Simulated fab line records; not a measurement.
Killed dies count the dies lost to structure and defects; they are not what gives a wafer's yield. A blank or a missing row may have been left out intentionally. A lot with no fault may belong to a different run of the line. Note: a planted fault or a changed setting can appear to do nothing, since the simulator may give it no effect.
Code-filled problem report in 8D (eight disciplines) form -- flow sky130 -- the parts of the form that need people (team, actions taken, sign-off) are left out

## 1. THE PROBLEM
Mean SONOS_ONO_CVD_02_THK at SKY_SONOS_ONO_THK_MEAS_03: 5.73 nm over 9 wafers in 3 lots; fault-free wafers: 10.53 nm, standard deviation 0.13. Measured from the usual mean, that is -37 standard deviations.
First seen on wafer L708.1, day 13 23:42, on film-metro-03. The record has a number at this step for 36 wafers belonging to 12 lots. The rule behind "out" and "out of limits": a value lying over 4 standard deviations away from the usual mean. The rest of the wafers with a number are treated as sound.

## 2. WHAT THIS IS AND IS NOT
question,is,is not
which readings at this step,SONOS_ONO_CVD_02_THK,-
which lots,"L708, L709, L710","L701, L702, L704, L717, L718, L719, L721, L722, L723"
which wafers of those lots,all that have a number,-
read on which gauges,"film-metro-01, film-metro-03",film-metro-04
when,from day 13 23:42,"up to then (9 sound wafers); but 18 sound wafers of L717, L718, L719, L721, L722, L723 came after"

## 3. THE SUSPECTS, EACH WITH WHAT RULES IT OUT
Counting: a tool stays on the suspect list if, at a process step up to the reading, it processed all lots that are out and no sound lot following the first of them.
- ruled out: the gauge at SKY_SONOS_ONO_THK_MEAS_03. Those wafers that are out were read across 2 gauges (film-metro-01, film-metro-03).
- lpcvd-02 at SKY_SONOS_ONO_CVD_02 (deposits Si3N4 from DCS/NH3, target thk 10.5 nm, time 180 s): ruled out as a lasting fault. The sound lots L718, L717, L719, L721, L722, L723 went through it after L708, its earliest lot that is out (day 13 22:39).
Left after counting: nothing in the record.

## 4. THE CAUSE (what the simulator had put in)
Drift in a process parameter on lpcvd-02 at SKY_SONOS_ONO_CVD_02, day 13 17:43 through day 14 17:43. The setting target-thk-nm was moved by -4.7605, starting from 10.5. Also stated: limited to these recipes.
It was ruled out by counting, in error; the rule expects a fault to strike all lots run on its tool from its start on, and this fault did not.

## 5. THE EFFECT CHAIN, in route order
One row per reading whose mean, taken over the struck wafers that have a number, lies over 3 standard deviations from the usual. Scope: only readings with a usual standard deviation given in the record; hours: median across lots of the time from each lot's start at the first step in this table that gives one to its start at this step; sigmas: change in usual standard deviations.
hours,step,reading,usual,on struck wafers,change,sigmas
0,SKY_SONOS_ONO_THK_MEAS_03,SONOS_ONO_CVD_02_THK,10.53 nm,5.73,-4.80,-37
Later measuring or inspecting steps at which every struck wafer that the step has a row for has a number for every such reading, and none has moved that far: SKY_SONOS_ONO_CD_MEAS_13.

## 6. WHAT WOULD HAVE CAUGHT IT SOONER
6 hours passed between the start of the fault at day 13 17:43 and the first reading out of limits at a measuring or inspecting step in this record, taken at day 13 23:42.
Of the tool readings at SKY_SONOS_ONO_CVD_02 for which the record gives a usual standard deviation, none was out on any struck wafer, so an alarm limit of 4 standard deviations on them would not have fired.
